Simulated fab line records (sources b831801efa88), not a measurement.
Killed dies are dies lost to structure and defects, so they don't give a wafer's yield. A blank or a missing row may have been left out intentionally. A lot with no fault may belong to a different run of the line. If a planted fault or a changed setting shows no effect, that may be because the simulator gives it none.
Split-lot study | flow gf180mcu | 5 lots, 27 wafers read, on a route of 602 steps

== ABOUT THE SPLIT ==
At GF_MIM_METAL_ETCH_19 (etches the open film in Cl2/BCl3, stops on Si3N4, target depth 324.5 nm, time 54.1 s), the setting time-s was moved away from the recipe's 54.1 s on 6 of the 27 wafers read, by -37.5% to +37.1%. All remaining wafers had this setting at the recipe value.

The reading is taken at the split's own step.

== THE READING ==
oes-product-au, in a.u., at GF_MIM_METAL_ETCH_19 (etches the open film in Cl2/BCl3, stops on Si3N4, target depth 324.5 nm, time 54.1 s). Fault-free wafers of this fab line usually give 0.940 a.u., standard deviation 0.0058 a.u.

wafer  | tool, chamber at the split | time-s as run, s | against the recipe | oes-product-au, a.u. | against lot-mates on the recipe
L075.1 | rie-metal-04, 1            | 54.1             | recipe             | 0.937                | -
L075.2 | rie-metal-04, 0            | 54.1             | recipe             | 0.938                | -
L075.3 | rie-metal-04, 0            | 54.1             | recipe             | 0.943                | -
L075.4 | rie-metal-04, 1            | 54.1             | recipe             | 0.947                | -
L075.5 | rie-metal-04, 1            | 54.1             | recipe             | 0.933                | -
L075.6 | rie-metal-04, 0            | 54.1             | recipe             | 0.936                | -
L076.2 | rie-metal-02, 1            | 54.1             | recipe             | 0.943                | -
L076.4 | rie-metal-02, 1            | 54.1             | recipe             | 0.952                | -
L076.6 | rie-metal-02, 1            | 54.1             | recipe             | 0.935                | -
L078.1 | rie-metal-02, 0            | 54.1             | recipe             | 0.937                | -
L078.2 | rie-metal-02, 1            | 54.1             | recipe             | 0.950                | -
L078.3 | rie-metal-02, 0            | 54.1             | recipe             | 0.928                | -
L078.4 | rie-metal-02, 1            | 74.19            | +37.1%             | 0.790                | -0.148
L078.5 | rie-metal-02, 0            | 74.19            | +37.1%             | 0.796                | -0.142
L078.6 | rie-metal-02, 1            | 74.19            | +37.1%             | 0.787                | -0.151
L082.1 | rie-metal-02, 1            | 54.1             | recipe             | 0.931                | -
L082.2 | rie-metal-02, 0            | 33.81            | -37.5%             | 0.992                | +0.059
L082.3 | rie-metal-02, 1            | 54.1             | recipe             | 0.933                | -
L082.4 | rie-metal-02, 0            | 54.1             | recipe             | 0.934                | -
L082.5 | rie-metal-02, 0            | 33.81            | -37.5%             | 0.985                | +0.052
L082.6 | rie-metal-02, 1            | 33.81            | -37.5%             | 0.987                | +0.054
L085.1 | rie-metal-02, 0            | 54.1             | recipe             | 0.943                | -
L085.2 | rie-metal-02, 1            | 54.1             | recipe             | 0.943                | -
L085.3 | rie-metal-02, 0            | 54.1             | recipe             | 0.943                | -
L085.4 | rie-metal-02, 1            | 54.1             | recipe             | 0.941                | -
L085.5 | rie-metal-02, 0            | 54.1             | recipe             | 0.939                | -
L085.6 | rie-metal-02, 1            | 54.1             | recipe             | 0.939                | -

THE FIT
A straight line over all 27 wafers: oes-product-au changes by -0.00263 a.u. for each +1% of time-s; r = -0.91; the points scatter about the line by 0.022 a.u.
The same after taking each lot's own level away (the mean of its wafers on the recipe; 27 wafers): -0.00271 a.u. for each +1%; r = -0.92; scatter 0.021 a.u.
On that fit, the largest move of time-s shifts the reading by 0.1 a.u.
Across the lots, their own levels run from 0.9327 to 0.9433 a.u., a range of 1.8 times the standard deviation given above.
Hence the lot-to-lot level has little effect on the slope; both slopes agree.
Check: with one of the wafers moved furthest among these (-37.5%) left out of the fit, the line predicts +0.0996 a.u. for it against its lot-mates. Against them it came out at +0.0593 a.u.
Tool readings at the split's step, against how far the setting was moved: oes-product-au r = -0.91.

== ADDITIONAL SPLITS CARRIED BY THESE WAFERS ==
Before the reading, these wafers also passed through other splits. Each is held against what the fit with the lots' levels taken away leaves over:
other split on the same wafers | wafers away from the commonest value | r with oes-product-au (lot level and that fit taken away)
GF_V3_CVD_02 time-s            | 6                                    | -0.31

== THE WHOLE CHAIN: every reading that the file lists as answering this split, in the file's order ==
step                 | what it does                                                                         | reading                                                                        | change (the file's fit)                   | r (the file's)
GF_MIM_METAL_ETCH_19 | etches the open film in Cl2/BCl3, stops on Si3N4, target depth 324.5 nm, time 54.1 s | oes-product-au                                                                 | -0.00271 a.u. for each +1% of the setting | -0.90
GF_MIM_METAL_ETCH_19 | etches the open film in Cl2/BCl3, stops on Si3N4, target depth 324.5 nm, time 54.1 s | NOVOLAK_of_MIM_COAT_14.thk-nm (the simulator's own value, which no gauge read) | -1.24 nm for each +1% of the setting      | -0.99
GF_MIM_STRIP_20      | strips in O2/N2                                                                      | strip-time-to-endpoint-s                                                       | withheld for each +1% of the setting      | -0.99

== FILE'S OWN FIT ==
oes-product-au changes by -0.00271 a.u. for each +1% of time-s, r = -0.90.
